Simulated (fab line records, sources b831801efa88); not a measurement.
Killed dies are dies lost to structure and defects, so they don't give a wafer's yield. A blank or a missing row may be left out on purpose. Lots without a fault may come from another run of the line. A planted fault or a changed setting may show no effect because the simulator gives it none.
fab line records | flow sky130
record lots=6 wafers=18 last_day=52
route steps=708 shown LDD_LDN@292 SPACER@304 POLY_CUT@307 SD_P@320 RES_XHIGH@332 PAD_OPEN@708
lots that met no fault: from a run of the same line without faults
start_h: hours from the record's first day to the start of the lot's first wafer shown | wait_h: hours since the lot's step before | " the same as in the row above | L1.1+2: a row that stands for several wafers | - no value, or no start given | * or withheld: withheld | < > ~ a bound
route shown NAME@n: a module of which the file shows steps, and the number in the route of the first | usual: mean/standard deviation of fault-free wafers | same: alike in all rows | chamber/n: place in a boat | sites: the reading at each site | _std_site: their standard deviation | _edge_site: outer sites' mean less inner sites' | radius_mm: how far each site lies from the wafer's centre | mask NAME#n: copy n | behind: the tool/chamber that last shaped the wafer | hold: why the lot was held/for how many hours/how that ended | device: the transistor (n, p or np) that didn't switch | end of line: the same wafers' tests at the end of the route | a step without rows: its recipe alone | killed: dies lost to structure and defects at the first sort, not the wafer's yield | map: a wafer's dies, x killed, . not, _ none there
set.NAME: the setting as run; set.NAME@STEP: as run at that earlier step | model.NAME: the simulator's own value behind a step, which no gauge read
lots at some steps of the route; a table a step, a row a wafer
services: from which hour (start_h, from the record's first day; less than 0 if before it) a tool's chamber was out of use, for how many hours, and why
## steps
# step SKY_LDD_LDN_SOFTBAKE_03
# recipe temp_c=90 time_s=60 resist=NOVOLAK
# step SKY_LDD_LDN_EXPOSE_04
# recipe mask_id=LDNTM na=0.6 source_shape=conventional sigma_outer=0.6 polarization=unpolarized target_cd_nm=700 dose_mj=140
# step SKY_LDD_LDN_PEB_05
# recipe temp_c=withheld time_s=* resist=NOVOLAK
# step SKY_LDD_LDN_DEVELOP_06
# recipe resist=NOVOLAK developer=TMAH develop_time_s=60 dev_temp_c=23
# step SKY_LDD_LDN_OVL_MEAS_07
# usual LDD_LDN_OVL=-0.1/1.4
# columns lot.wafer tool chamber start_h wait_h LDD_LDN_OVL[nm]
L768.4 overlay-02 - 455.50 0.1 -0.2
L768.5 " - " " -0.3
L768.6 " - " " -0.1
L771.2 overlay-02 - 475.74 0.1 -0.9
L771.5 " - " " -0.1
L771.6 " - " " -1.4
L772.1 overlay-01 - 489.06 0.1 -2.2
L772.3 " - " " 1.8
L772.6 " - " " -1.1
L784.2 overlay-01 - 579.86 0.1 0.2
L784.3 " - " " -0.1
L784.4 " - " " -1.1
L787.1 overlay-01 - 791.71 0.1 0.4
L787.3 " - " " 4.5
L787.5 " - " " 0.1
L790.1 overlay-01 - 793.26 0.1 1.4
L790.3 " - " " 0.8
L790.5 " - " " 2.3
# step SKY_LDD_LDN_IMPLANT_08
# recipe species=As energy_kev=15 dose_cm2=1.25e+13 tilt_deg=withheld rotation_deg=23
# step SKY_LDD_LDN_IMPLANT_09
# recipe species=As energy_kev=15 dose_cm2=1.25e+13 tilt_deg=withheld rotation_deg=113
# step SKY_LDD_LDN_IMPLANT_10
# recipe species=As energy_kev=15 dose_cm2=1.25e+13 tilt_deg=withheld rotation_deg=203
# step SKY_LDD_LDN_IMPLANT_11
# recipe species=As energy_kev=15 dose_cm2=1.25e+13 tilt_deg=withheld rotation_deg=293
# step SKY_LDD_LDN_STRIP_12
# recipe chemistry=O2/N2 power_w=1400 pressure_mtorr=1500 platen_temp_c=withheld o2_flow_sccm=3000 n2_flow_sccm=300 overash_fraction=0.5
# usual drypump_motor_current_A=5.8/0.3 o2_flow_sccm=3001/15 oes_product_au=0.716/0.0044 strip_time_to_endpoint_s=14.18/0.044
# columns lot.wafer tool chamber start_h wait_h drypump_motor_current_A o2_flow_sccm oes_product_au rf_hours_counter_h strip_time_to_endpoint_s
L768.4 plasma_asher-04 1 456.15 0.1 5.9 2981 0.722 - 14.08
L768.5 " 0 " " 5.6 2992 0.714 - 14.10
L768.6 " 1 " " 5.9 3003 0.711 - 14.09
L771.2 plasma_asher-03 1 476.37 0.1 6.2 2992 0.722 64 14.17
L771.5 " 1 " " 6.1 3004 0.715 - 14.13
L771.6 " 0 " " 5.9 2989 0.716 - 14.19
L772.1 plasma_asher-03 1 489.69 0.1 6.2 3009 0.719 65 14.16
L772.3 " 0 " " 5.8 2999 0.713 - 14.20
L772.6 " 0 " " 5.8 3006 0.720 - 14.21
L784.2 plasma_asher-04 1 580.49 0.1 5.8 3010 0.710 91 14.19
L784.3 " 1 " " 5.9 2987 0.721 - 14.22
L784.4 " 0 " " 5.6 3000 0.712 - 14.18
L787.1 plasma_asher-03 1 792.34 0.1 6.2 3002 0.721 96 14.22
L787.3 " 0 " " 5.8 2991 0.704 - 14.21
L787.5 " 0 " " 5.8 2987 0.708 - 14.15
L790.1 plasma_asher-04 0 793.89 0.1 5.6 2991 0.716 5 14.19
L790.3 " 0 " " 5.6 2980 0.715 - 14.18
L790.5 " 0 " " 5.5 2993 0.713 - 14.15
# step SKY_LDD_LDN_TW_MEAS_13
# usual LDD_LDN_TW=1477/14
# columns lot.wafer tool chamber start_h wait_h LDD_LDN_TW
L768.4 film_metro-01 - 456.25 0.1 1457
L768.5 " - " " 1457
L768.6 " - " " 1459
L771.2 film_metro-04 - 476.48 0.1 1465
L771.5 " - " " 1466
L771.6 " - " " 1473
L772.1 film_metro-04 - 489.79 0.1 1471
L772.3 " - " " 1469
L772.6 " - " " 1464
L784.2 film_metro-03 - 580.60 0.1 1500
L784.3 " - " " 1503
L784.4 " - " " 1502
L787.1 film_metro-04 - 792.44 0.1 1462
L787.3 " - " " 1467
L787.5 " - " " 1463
L790.1 film_metro-04 - 793.99 0.1 1456
L790.3 " - " " 1462
L790.5 " - " " 1464
# step SKY_LDD_LDN_CLEAN_14
# recipe chemistry=SC1/SC2 mix=1:4:20 temp_c=70 time_s=150 dry=n2_spin
# step SKY_SPACER_CVD_00
# recipe material=Si3N4 precursor=DCS/NH3 target_thk_nm=43.1 temp_c=770 time_s=740 pressure_mtorr=250
# usual spike_tc_bottom_C=790.3/1.6 spike_tc_centre_C=769.6/1.1 zone_power_lower_pct=12.2/1.1
# columns lot.wafer tool chamber start_h wait_h spike_tc_bottom_C spike_tc_centre_C zone_power_lower_pct
L768.4 lpcvd-02 1 471.16 14.8 789.1 770.7 11.1
L768.5 " 1 " " 788.5 769.9 11.2
L768.6 " 1 " " 789.9 770.4 11.0
L771.2 lpcvd-02 0 476.58 0.0 792.2 770.2 13.5
L771.5 " 0 " " 792.6 770.8 13.3
L771.6 " 0 " " 792.2 770.5 13.5
L772.1 lpcvd-02 0 489.91 0.0 792.5 769.6 13.2
L772.3 " 0 " " 790.4 769.0 13.3
L772.6 " 0 " " 792.5 769.4 13.4
L784.2 lpcvd-02 0 580.70 0.0 792.0 770.0 13.1
L784.3 " 0 " " 792.2 768.3 13.0
L784.4 " 0 " " 792.1 770.5 13.2
L787.1 lpcvd-02 1 793.72 1.2 790.4 769.0 11.1
L787.3 " 1 " " 789.5 768.8 11.0
L787.5 " 1 " " 788.7 770.3 11.0
L790.1 lpcvd-02 1 794.93 0.8 788.7 770.1 11.0
L790.3 " 1 " " 788.7 770.5 10.9
L790.5 " 1 " " 788.6 767.8 11.0
# step SKY_SPACER_THK_MEAS_01
# recipe reads=Si3N4_of_SPACER_CVD_00
# usual SPACER_CVD_00_THK=43.2/0.38
# columns lot.wafer tool chamber start_h wait_h SPACER_CVD_00_THK[nm]
L768.4 film_metro-03 - 472.46 0.1 42.9
L768.5 " - " " 43.2
L768.6 " - " " 43.4
L771.2 film_metro-03 - 477.80 0.0 43.4
L771.5 " - " " 43.3
L771.6 " - " " 43.2
L772.1 film_metro-02 - 491.11 0.0 43.6
L772.3 " - " " 43.6
L772.6 " - " " 43.5
L784.2 film_metro-01 - 581.92 0.0 42.5
L784.3 " - " " 42.8
L784.4 " - " " 42.7
L787.1 film_metro-02 - 794.93 0.0 43.0
L787.3 " - " " 43.5
L787.5 " - " " 43.0
L790.1 film_metro-03 - 796.15 0.0 43.0
L790.3 " - " " 43.2
L790.5 " - " " 43.2
# step SKY_SPACER_ETCHBACK_02
# recipe chemistry=CH3F/O2 target=Si3N4 stop_on=SiO2 source_w=400 bias_w=80 pressure_mtorr=25 ch3f_flow_sccm=40 O2_flow_sccm=30 time_s=46.7 target_depth_a=450
# step SKY_POLY_CUT_DEHYDRATE_00
# recipe temp_c=200 time_s=60
# step SKY_POLY_CUT_HMDS_01
# recipe prime_time_s=60 prime_temp_c=120
# step SKY_POLY_CUT_COAT_02
# recipe resist=BARC temp_c=withheld time_s=withheld spin_rpm=3000 resist_thk_nm=60
# step SKY_POLY_CUT_COAT_03
# recipe resist=KrF-thick spin_rpm=3000 resist_thk_nm=450
# step SKY_POLY_CUT_SOFTBAKE_04
# recipe temp_c=100 time_s=90 resist=KrF-thick
# step SKY_POLY_CUT_EXPOSE_05
# recipe mask_id=NPCM na=0.8 source_shape=annular sigma_inner=0.55 sigma_outer=0.85 target_cd_nm=270 dose_mj=32
# step SKY_POLY_CUT_PEB_06
# recipe peb_temp_c=withheld peb_time_s=withheld resist=KrF-thick
# step SKY_POLY_CUT_DEVELOP_07
# recipe develop_time_s=60 resist=KrF-thick dev_temp_c=21
# step SKY_POLY_CUT_CD_MEAS_08
# recipe target_cd_nm=270
# usual cd_nm=270.0/1.2
# columns lot.wafer tool chamber start_h wait_h cd_nm
L768.4 cd_sem-02 - 502.92 - 267.9
L768.5 " - " " 268.8
L768.6 " - " " 268.5
L771.2 cd_sem-01 - 506.96 - 269.4
L771.5 " - " " 269.8
L771.6 " - " " 268.3
L772.1 cd_sem-02 - 520.81 - 271.5
L772.3 " - " " 270.8
L772.6 " - " " 271.2
L784.2 cd_sem-02 - 610.36 - 269.1
L784.3 " - " " 270.1
L784.4 " - " " 268.9
L787.1 cd_sem-01 - 820.94 - 272.2
L787.3 " - " " 271.4
L787.5 " - " " 270.6
L790.1 cd_sem-02 - 823.64 - 269.7
L790.3 " - " " 271.9
L790.5 " - " " 269.0
# step SKY_POLY_CUT_OVL_MEAS_09
# usual POLY_CUT_OVL=-3/5.1
# columns lot.wafer tool chamber start_h wait_h POLY_CUT_OVL[nm]
L768.4 overlay-02 - 503.00 0.1 -4
L768.5 " - " " 9
L768.6 " - " " -9
L771.2 overlay-01 - 507.06 0.1 -6
L771.5 " - " " 3
L771.6 " - " " -2
L772.1 overlay-01 - 520.93 0.1 -5
L772.3 " - " " -11
L772.6 " - " " -4
L784.2 overlay-02 - 610.46 0.1 -12
L784.3 " - " " 1
L784.4 " - " " -8
L787.1 overlay-02 - 821.06 0.1 2
L787.3 " - " " -2
L787.5 " - " " -15
L790.1 overlay-01 - 823.76 0.1 -7
L790.3 " - " " -1
L790.5 " - " " -11
# step SKY_POLY_CUT_ETCH_10
# recipe chemistry=N2/H2 target=BARC ion_energy_ev=200 source_w=500 bias_w=100 pressure_mtorr=30 n2_flow_sccm=100 h2_flow_sccm=200 stop_on=SiO2 time_s=45.9 target_depth_a=600
# usual drypump_motor_current_A=5.8/0.68 oes_product_au=0.855/0.0049 rf_fwd_power_W=494.5/1.7 throttle_valve_pct=13.225/0.0088
# columns lot.wafer tool chamber start_h wait_h drypump_motor_current_A oes_product_au rf_fwd_power_W rf_hours_counter_h throttle_valve_pct
L768.4 rie_diel-03 1 503.02 0.0 5.5 0.844 494.1 1 13.212
L768.5 " 1 " " 5.5 0.854 493.8 - 13.233
L768.6 " 2 " " 4.8 0.846 493.2 - 13.235
L771.2 rie_diel-04 2 507.09 0.0 5.2 0.853 495.7 28 13.230
L771.5 " 1 " " 6.4 0.862 494.4 - 13.226
L771.6 " 0 " " 6.4 0.853 493.3 - 13.224
L772.1 rie_diel-04 3 520.97 0.0 5.8 0.855 493.5 9 13.218
L772.3 " 0 " " 6.4 0.860 495.8 0 13.228
L772.6 " 3 " " 5.8 0.852 494.2 - 13.231
L784.2 rie_diel-02 2 610.49 0.0 6.5 0.856 491.9 5 13.219
L784.3 " 0 " " 6.6 0.858 494.3 2 13.218
L784.4 " 1 " " 5.2 0.858 495.3 2 13.233
L787.1 rie_diel-04 0 821.09 0.0 6.4 0.855 493.6 6 13.225
L787.3 " 1 " " 6.4 0.841 496.0 19 13.211
L787.5 " 0 " " 6.4 0.854 492.6 - 13.212
L790.1 rie_diel-02 2 823.79 0.0 6.5 0.858 494.7 11 13.216
L790.3 " 3 " " 6.7 0.842 491.7 8 13.231
L790.5 " 2 " " 6.5 0.858 495.1 - 13.217
# step SKY_POLY_CUT_ETCH_11
# recipe target=Si3N4 chemistry=CF4/CH2F2/Ar stop_on=poly-Si source_w=600 bias_w=150 pressure_mtorr=40 cf4_flow_sccm=40 ch2f2_flow_sccm=20 Ar_flow_sccm=150 time_s=42.5 target_depth_a=600
# usual ch2f2_flow_sccm=20.00/0.056 drypump_motor_current_A=5.8/0.68 oes_product_au=0.828/0.0061 rf_fwd_power_W=593.2/2.4 throttle_valve_pct=14.995/0.0092
# columns lot.wafer tool chamber start_h wait_h ch2f2_flow_sccm drypump_motor_current_A oes_product_au rf_fwd_power_W rf_hours_counter_h throttle_valve_pct
L768.4 rie_diel-03 1 503.06 0.0 20.05 5.5 0.824 589.4 1 15.001
L768.5 " 1 " " 20.07 5.5 0.835 590.7 - 15.000
L768.6 " 2 " " 20.00 4.8 0.837 591.6 - 15.012
L771.2 rie_diel-04 2 507.13 0.0 20.02 5.2 0.819 598.2 28 14.992
L771.5 " 1 " " 19.97 6.4 0.821 594.8 - 15.004
L771.6 " 0 " " 19.99 6.4 0.821 592.6 - 14.982
L772.1 rie_diel-04 3 521.01 0.0 19.93 5.7 0.835 594.5 9 15.006
L772.3 " 0 " " 20.04 6.4 0.831 594.2 0 14.982
L772.6 " 3 " " 19.97 5.8 0.838 595.4 - 15.007
L784.2 rie_diel-02 2 610.53 0.0 19.99 6.5 0.823 596.4 5 14.981
L784.3 " 0 " " 19.96 6.7 0.836 595.7 2 14.997
L784.4 " 1 " " 20.02 5.2 0.826 591.6 2 14.998
L787.1 rie_diel-04 0 821.13 0.0 20.10 6.4 0.825 592.4 6 14.993
L787.3 " 1 " " 20.05 6.4 0.828 594.9 19 14.997
L787.5 " 0 " " 20.05 6.4 0.819 591.9 - 14.989
L790.1 rie_diel-02 2 823.83 0.0 19.99 6.5 0.834 596.1 11 14.997
L790.3 " 3 " " 19.98 6.7 0.832 591.1 8 15.010
L790.5 " 2 " " 19.89 6.5 0.823 595.0 - 15.009
# step SKY_POLY_CUT_STRIP_12
# recipe chemistry=O2/N2 power_w=1400 pressure_mtorr=1500 platen_temp_c=withheld o2_flow_sccm=3000 n2_flow_sccm=300 overash_fraction=0.5
# usual drypump_motor_current_A=5.92/0.26 o2_flow_sccm=2998/9.3 oes_product_au=0.452/0.0045 strip_time_to_endpoint_s=5.359/0.016
# columns lot.wafer tool chamber start_h wait_h drypump_motor_current_A o2_flow_sccm oes_product_au rf_hours_counter_h strip_time_to_endpoint_s
L768.4 plasma_asher-03 1 503.13 0.1 6.16 3020 0.448 - 5.369
L768.5 " 0 " " 5.82 2990 0.450 - 5.361
L768.6 " 1 " " 6.15 3002 0.452 - 5.350
L771.2 plasma_asher-01 0 507.17 0.0 5.26 2999 0.453 39 5.357
L771.5 " 0 " " 5.26 2986 0.450 - 5.349
L771.6 " 1 " " 6.04 2997 0.451 - 5.362
L772.1 plasma_asher-03 1 521.05 0.0 6.14 2995 0.450 68 5.338
L772.3 " 1 " " 6.16 2991 0.452 - 5.335
L772.6 " 1 " " 6.16 3001 0.460 - 5.350
L784.2 plasma_asher-01 1 610.57 0.0 6.06 2990 0.446 45 5.351
L784.3 " 0 " " 5.24 2981 0.450 - 5.349
L784.4 " 1 " " 6.02 3008 0.458 - 5.344
L787.1 plasma_asher-03 0 821.17 0.0 5.86 2986 0.450 99 5.363
L787.3 " 0 " " 5.85 2986 0.449 - 5.342
L787.5 " 0 " " 5.85 3008 0.456 - 5.361
L790.1 plasma_asher-01 0 823.87 0.0 5.22 2992 0.454 64 5.372
L790.3 " 0 " " 5.23 3003 0.448 - 5.362
L790.5 " 0 " " 5.24 2992 0.451 - 5.378
# step SKY_SD_P_DEHYDRATE_00
# recipe temp_c=200 time_s=60
# step SKY_SD_P_HMDS_01
# recipe prime_time_s=60 prime_temp_c=120
# step SKY_SD_P_COAT_02
# recipe resist=NOVOLAK spin_rpm=3000 resist_thk_nm=1140
# step SKY_SD_P_SOFTBAKE_03
# recipe temp_c=90 time_s=60 resist=NOVOLAK
# step SKY_SD_P_EXPOSE_04
# recipe mask_id=PSDM na=0.6 source_shape=conventional sigma_outer=0.6 polarization=unpolarized target_cd_nm=380 dose_mj=138
# step SKY_SD_P_PEB_05
# recipe temp_c=withheld time_s=* resist=NOVOLAK
# step SKY_SD_P_DEVELOP_06
# recipe resist=NOVOLAK developer=TMAH develop_time_s=60 dev_temp_c=23
# step SKY_SD_P_CD_MEAS_07
# recipe target_cd_nm=380
# usual cd_nm=379.9/2.8
# columns lot.wafer tool chamber start_h wait_h cd_nm
L768.4 cd_sem-02 - 532.77 0.1 381.5
L768.5 " - " " 380.9
L768.6 " - " " 380.4
L771.2 cd_sem-02 - 535.28 0.1 380.0
L771.5 " - " " 380.8
L771.6 " - " " 381.6
L772.1 cd_sem-01 - 550.21 0.1 385.0
L772.3 " - " " 384.5
L772.6 " - " " 383.6
L784.2 cd_sem-01 - 640.05 0.1 381.5
L784.3 " - " " 379.1
L784.4 " - " " 379.2
L787.1 cd_sem-01 - 848.64 0.1 378.3
L787.3 " - " " 380.1
L787.5 " - " " 377.2
L790.1 cd_sem-01 - 850.14 0.1 380.1
L790.3 " - " " 381.4
L790.5 " - " " 379.9
# step SKY_SD_P_OVL_MEAS_08
# usual SD_P_OVL=-1.1/1.5
# columns lot.wafer tool chamber start_h wait_h SD_P_OVL[nm]
L768.4 overlay-01 - 532.85 0.1 -1.3
L768.5 " - " " -2.2
L768.6 " - " " -0.3
L771.2 overlay-02 - 535.39 0.1 -1.0
L771.5 " - " " -5.4
L771.6 " - " " -2.6
L772.1 overlay-02 - 550.33 0.1 -0.4
L772.3 " - " " 0.3
L772.6 " - " " 1.7
L784.2 overlay-01 - 640.16 0.1 -1.5
L784.3 " - " " -1.4
L784.4 " - " " -1.6
L787.1 overlay-02 - 848.76 0.1 -1.3
L787.3 " - " " -1.3
L787.5 " - " " 0.2
L790.1 overlay-02 - 850.26 0.1 -0.6
L790.3 " - " " 0.5
L790.5 " - " " -1.8
# step SKY_SD_P_IMPLANT_09
# recipe species=BF2 energy_kev=20 dose_cm2=3e+15 tilt_deg=0
# step SKY_SD_P_STRIP_10
# recipe chemistry=O2/N2 power_w=1400 pressure_mtorr=1500 platen_temp_c=withheld o2_flow_sccm=3000 n2_flow_sccm=300 overash_fraction=0.5
# usual drypump_motor_current_A=5.81/0.26 o2_flow_sccm=3003/9 oes_product_au=0.617/0.0049 strip_time_to_endpoint_s=17.50/0.042
# columns lot.wafer tool chamber start_h wait_h drypump_motor_current_A o2_flow_sccm oes_product_au rf_hours_counter_h strip_time_to_endpoint_s
L768.4 plasma_asher-01 1 533.05 0.1 6.06 3013 0.625 - 17.47
L768.5 " 0 " " 5.23 2999 0.623 - 17.49
L768.6 " 1 " " 6.03 3009 0.618 - 17.48
L771.2 plasma_asher-01 1 535.57 0.1 6.07 3006 0.617 42 17.51
L771.5 " 0 " " 5.23 3002 0.619 - 17.52
L771.6 " 1 " " 6.04 3004 0.617 - 17.51
L772.1 plasma_asher-04 1 550.51 0.1 5.88 3005 0.619 88 17.53
L772.3 " 1 " " 5.86 2989 0.620 - 17.51
L772.6 " 0 " " 5.56 3002 0.602 - 17.51
L784.2 plasma_asher-04 0 640.34 0.1 5.56 3019 0.623 99 17.44
L784.3 " 1 " " 5.90 2993 0.619 - 17.41
L784.4 " 0 " " 5.55 2998 0.610 - 17.45
L787.1 plasma_asher-02 1 848.94 0.1 5.99 3004 0.621 41 17.58
L787.3 " 0 " " 5.96 2991 0.613 - 17.54
L787.5 " 1 " " 5.99 2982 0.620 - 17.54
L790.1 plasma_asher-02 1 850.44 0.1 5.96 3008 0.617 42 17.51
L790.3 " 0 " " 5.97 3005 0.614 - 17.47
L790.5 " 0 " " 5.94 2998 0.615 - 17.49
# step SKY_SD_P_TW_MEAS_11
# usual SD_P_TW=2804/10
# columns lot.wafer tool chamber start_h wait_h SD_P_TW
L768.4 film_metro-02 - 533.15 0.1 2811
L768.5 " - " " 2830
L768.6 " - " " 2816
L771.2 film_metro-04 - 535.68 0.1 2805
L771.5 " - " " 2802
L771.6 " - " " 2800
L772.1 film_metro-04 - 550.61 0.1 2793
L772.3 " - " " 2807
L772.6 " - " " 2806
L784.2 film_metro-02 - 640.45 0.1 2809
L784.3 " - " " 2812
L784.4 " - " " 2805
L787.1 film_metro-02 - 849.04 0.1 2807
L787.3 " - " " 2795
L787.5 " - " " 2798
L790.1 film_metro-02 - 850.54 0.1 2802
L790.3 " - " " 2778
L790.5 " - " " 2797
# step SKY_RES_XHIGH_DEHYDRATE_00
# recipe temp_c=200 time_s=60
# step SKY_RES_XHIGH_HMDS_01
# recipe prime_time_s=60 prime_temp_c=120
# step SKY_PAD_OPEN_PROBE_99
# usual killed_at_M0_to_M3=43/7 killed_at_M4_up=2.7/1.6 killed_at_contacts=24/5.3 killed_at_front_end=16/4.6 killed_at_other=0.3/0.53 killed_dies=86/9.3 killed_open=47/6.9 killed_short=38/6.1
# same gross_dies=492 killed_at_back_side=0
# columns lot.wafer tool chamber start_h wait_h killed_at_M0_to_M3 killed_at_M4_up killed_at_contacts killed_at_front_end killed_at_other killed_dies killed_open killed_short
L771.2 prober-02 - 1042.97 0.1 41 3 26 47 1 118 53 37
L771.5 prober-02 - 1043.12 0.2 42 3 27 37 1 110 44 39
L771.6 prober-02 - 1043.17 0.2 41 3 16 42 2 104 38 40
L772.1 prober-01 - 1051.08 0.1 38 6 14 46 0 104 39 37
L772.3 prober-01 - 1051.18 0.2 44 2 18 42 0 106 46 36
L772.6 prober-01 - 1051.33 0.2 53 2 22 47 1 125 48 48
L784.2 prober-01 - 1113.51 0.1 40 5 26 17 0 88 52 36
L784.3 prober-01 - 1113.56 0.2 38 2 15 19 0 74 44 29
L784.4 prober-01 - 1113.61 0.2 42 6 11 20 0 79 44 34
L787.1 prober-02 - 1241.26 0.1 37 0 21 25 1 84 48 35
L787.3 prober-02 - 1241.36 0.2 26 1 26 21 0 74 38 36
L787.5 prober-02 - 1241.46 0.2 46 7 20 12 1 86 48 38
# killed by level:class
L771.2 SPACER:unspecified=28 LI_CONTACT:geometric_particle:open=10 VIA1:geometric_particle:open=8 CONTACT:geometric_particle:open=7 METAL2:geometric_particle:short=7 VIA3:geometric_particle:open=7 LOCAL_INTERCONNECT:geometric_particle:short=6 VIA2:geometric_particle:open=6
L771.5 SPACER:unspecified=27 VIA1:geometric_particle:open=12 CONTACT:geometric_particle:short=9 VIA1:geometric_particle:short=8 CONTACT:geometric_particle:open=7 LI_CONTACT:geometric_particle:open=6 VIA3:geometric_particle:open=6 METAL1:geometric_particle:short=5
L771.6 SPACER:unspecified=25 VIA1:geometric_particle:open=9 VIA1:geometric_particle:short=8 VIA3:geometric_particle:open=7 POLY_GATE:geometric_particle:short=6 CONTACT:geometric_particle:open=5 FIELD_ISO:geometric_particle:open=4 LI_CONTACT:geometric_particle:open=4
L772.1 SPACER:unspecified=28 VIA2:geometric_particle:open=7 VIA3:geometric_particle:open=7 FIELD_ISO:geometric_particle:open=5 VIA1:geometric_particle:short=5 VIA1:geometric_particle:open=5 METAL4:geometric_particle:short=5 SPACER:geometric_particle:open=4
L772.3 SPACER:unspecified=24 METAL2:geometric_particle:short=10 CONTACT:geometric_particle:open=8 VIA1:geometric_particle:open=8 VIA1:geometric_particle:short=8 FIELD_ISO:geometric_particle:short=5 POLY_GATE:geometric_particle:open=5 VIA2:geometric_particle:open=5
L772.6 SPACER:unspecified=29 VIA1:geometric_particle:open=13 CONTACT:geometric_particle:open=8 METAL2:geometric_particle:short=8 VIA2:geometric_particle:short=8 POLY_GATE:geometric_particle:open=7 CONTACT:geometric_particle:short=6 POLY_GATE:geometric_particle:short=5
L784.2 CONTACT:geometric_particle:open=10 VIA1:geometric_particle:open=9 FIELD_ISO:geometric_particle:open=8 VIA3:geometric_particle:open=7 LI_CONTACT:geometric_particle:open=6 CONTACT:geometric_particle:short=6 VIA2:geometric_particle:open=6 METAL2:geometric_particle:short=6
L784.3 LI_CONTACT:geometric_particle:open=7 VIA1:geometric_particle:open=7 VIA2:geometric_particle:open=7 FIELD_ISO:geometric_particle:open=6 METAL2:geometric_particle:short=6 POLY_GATE:geometric_particle:open=5 VIA1:geometric_particle:short=5 VIA3:geometric_particle:open=5
L784.4 VIA1:geometric_particle:open=17 VIA2:geometric_particle:open=7 METAL2:geometric_particle:short=6 FIELD_ISO:geometric_particle:open=4 FIELD_ISO:geometric_particle:short=4 VIA3:geometric_particle:open=4 CONTACT:geometric_particle:open=4 VIA1:geometric_particle:short=4
L787.1 VIA1:geometric_particle:open=9 LI_CONTACT:geometric_particle:open=8 VIA3:geometric_particle:open=6 FIELD_ISO:geometric_particle:short=5 POLY_GATE:geometric_particle:short=5 POLY_GATE:geometric_particle:open=5 CONTACT:geometric_particle:short=5 METAL2:geometric_particle:short=5
L787.3 CONTACT:geometric_particle:open=9 POLY_GATE:geometric_particle:short=6 LI_CONTACT:geometric_particle:short=6 VIA1:geometric_particle:open=6 FIELD_ISO:geometric_particle:short=5 CONTACT:geometric_particle:short=5 VIA3:geometric_particle:open=5 FIELD_ISO:geometric_particle:open=4
L787.5 VIA3:geometric_particle:open=16 METAL1:geometric_particle:short=10 LI_CONTACT:geometric_particle:open=6 CONTACT:geometric_particle:open=6 VIA2:geometric_particle:open=5 POLY_GATE:geometric_particle:short=4 METAL4:geometric_particle:open=4 POLY_GATE:geometric_particle:open=3
# map L771.2 (x killed, . not)
__________x.....x..x_________
________.x...........x_______
______..xxx....x.xx....x_____
_____x......x..x.....xxxx____
____......xx.........xxxxx___
___..x.x.x.x....x....xxxxxx__
__......xx......x.....xxxxxx_
_....xxx.x...x......xxxxxxxx.
_............x...x.x..x...xxx
_.....x.x...x...x......x..x..
_......x......x....x.........
_xx........x......x......x...
_.x...x.......x...........x..
_...........x......xx......x.
_..x.....x........x..........
__.......x...............x.._
___..x..xx...x...xx.....x..__
____.....x.xx..x.....x....___
_____x......x......x.....____
______..xx.x........x..._____
________........x.x..._______
__________..xx.x.x.._________
# map L772.6 (x killed, . not)
__________xxxxx....._________
________.x......x...x._______
______........x......x.x_____
_____.....xxx.....x.xxxx.____
____......x.......xxxxxxxx___
___x.x.......xx.x.x.xxxxxxx__
__x....x....x....x....xxxxx._
_x............x....xx.xxxx...
_.........xx...x.....xx.x....
_x..x.x.x..xx......xx....x.x.
_..x............x.....x......
_.x..........x........x..x..x
_...xx......x.....x...xx..x..
_........x........x....xx....
_....x...........x.x........x
__x.x.....x..x..xx.x....x..._
___x......x.xx...x......x..__
____......xx..........x...___
_____.....x....x...x.....____
______....x.........x..x_____
________.xx........x.._______
__________.xx......._________
## services
# columns tool chamber start_h hours kind
lpcvd-02 - 443.06 28.1 pm
rie_diel-04 0 463.34 3.9 repair
rie_diel-04 1 475.90 25.3 repair
rie_diel-04 3 479.03 12.7 repair
rie_diel-02 0 489.55 4.7 repair
rie_diel-02 3 493.92 3.6 repair
plasma_asher-03 - 507.32 0.9 repair
rie_diel-02 2 551.09 3.6 repair
rie_diel-02 1 563.42 1.5 repair
rie_diel-04 2 569.97 6.2 repair
plasma_asher-01 - 570.89 39.0 repair
rie_diel-02 - 578.38 2.8 pm
rie_diel-04 3 591.64 3.6 repair
plasma_asher-03 - 597.09 0.7 repair
rie_diel-04 3 605.63 6.5 repair
plasma_asher-01 - 617.08 28.1 pm
rie_diel-04 3 645.53 10.0 repair
rie_diel-04 2 661.07 4.5 repair
plasma_asher-03 - 681.86 2.8 pm
rie_diel-02 - 693.98 0.3 repair
rie_diel-02 2 706.00 7.6 repair
plasma_asher-04 - 733.75 9.0 pm
rie_diel-02 1 742.57 5.3 repair
rie_diel-04 2 831.35 3.2 repair
## key
first_sign step=SKY_PAD_OPEN_PROBE_99 reading=killed_at_front_end direction=up sigmas=5.9 usual=16 struck=44
effect step=SKY_PAD_OPEN_PROBE_99 reading=killed_dies direction=up sigmas=2.7 usual=86 struck=111
met_at SKY_SPACER_CVD_00
struck_wafers L771.2,L771.5,L771.6,L772.1,L772.3,L772.6
tester_left_out L771,L772
fault kind=chamber_particle_source tool=lpcvd-02 chamber=0 onset_h=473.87 steps=SKY_SPACER_CVD_00 rate_per_visit_cm2=0.3772 end_h=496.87
# tester_left_out: of these lots the tester's yield and bins aren't shown, on N5 and GAA mostly nor the transistor test; their killed dies are dies lost to structure and defects alone, not to doping, threshold or leakage, so they don't give the yield
